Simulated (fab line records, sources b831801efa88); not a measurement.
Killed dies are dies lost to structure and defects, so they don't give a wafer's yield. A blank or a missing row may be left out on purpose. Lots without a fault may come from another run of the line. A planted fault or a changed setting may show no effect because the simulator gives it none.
One fault seen from 2 desks | flow sky130 | each desk has only its own numbers; what lay behind them comes last

THE METROLOGY DESK
What the gauges read, lot by lot, whatever tool the lot ran on: means of the sampled wafers that have a number. A lot is out of limits, marked OUT, if its mean lies more than 4 standard deviations from the usual mean; the brackets give that distance.
Columns: A = RES_XHIGH_RS at SKY_SD_N_RS_MEAS_18, usual 333.6 ohm/sq; B = LI_CONTACT_OVL at SKY_LI_CONTACT_OVL_MEAS_13, usual -4 nm
lot  | first seen here | A     | B
L188 | day 27 17:10    | 334.5 | 2
L195 | day 30 09:38    | 334.9 | -9
L194 | day 30 11:26    | 331.9 | -7
L196 | day 30 18:31    | 332.4 | -6
L198 | day 32 05:12    | 335.1 | -1
L201 | day 32 09:47    | 334.9 | -11
L203 | day 32 16:07    | 334.7 | -6
L204 | day 33 03:26    | 333.8 | -6
L205 | day 33 07:19    | 332.7 | -7
L206 | day 33 17:26    | 333.6 | 1
L208 | day 34 05:32    | 334.2 | 5
L207 | day 34 08:40    | 331.9 | -4
L209 | day 34 10:14    | 333.1 | -9
L210 | day 35 01:09    | 333.9 | -4
This desk's finding: nothing out of limits on any of the 14 lots.

THE TOOL OWNER'S DESK: rie_diel-04
The tool's own readings at SKY_LI_CONTACT_ETCH_15 (etches PSG in C4F8/O2/Ar, stops on Si, target depth 600 nm): means of the sampled wafers that have a number, for each lot that ran on this tool. A lot is out of limits, marked OUT, if its mean lies more than 4 standard deviations from the usual mean; the brackets give that distance.
Columns: A = oes_product_au at SKY_LI_CONTACT_ETCH_15, usual 0.842 a.u.
lot  | first seen here | A
L188 | day 28 23:19    | 0.845
L195 | day 31 14:09    | 0.852
L194 | day 31 15:31    | 0.845
L203 | day 33 20:46    | 0.843
L204 | day 34 06:56    | 0.844
L207 | day 35 12:28    | 0.841
L210 | day 36 05:04    | 0.841
This desk's finding: nothing out of limits on any of the 7 lots.

PUT TOGETHER
The metrology desk saw nothing out of limits.
The tool owner's desk saw nothing out of limits.

WHAT THE SIMULATOR HAD PUT IN
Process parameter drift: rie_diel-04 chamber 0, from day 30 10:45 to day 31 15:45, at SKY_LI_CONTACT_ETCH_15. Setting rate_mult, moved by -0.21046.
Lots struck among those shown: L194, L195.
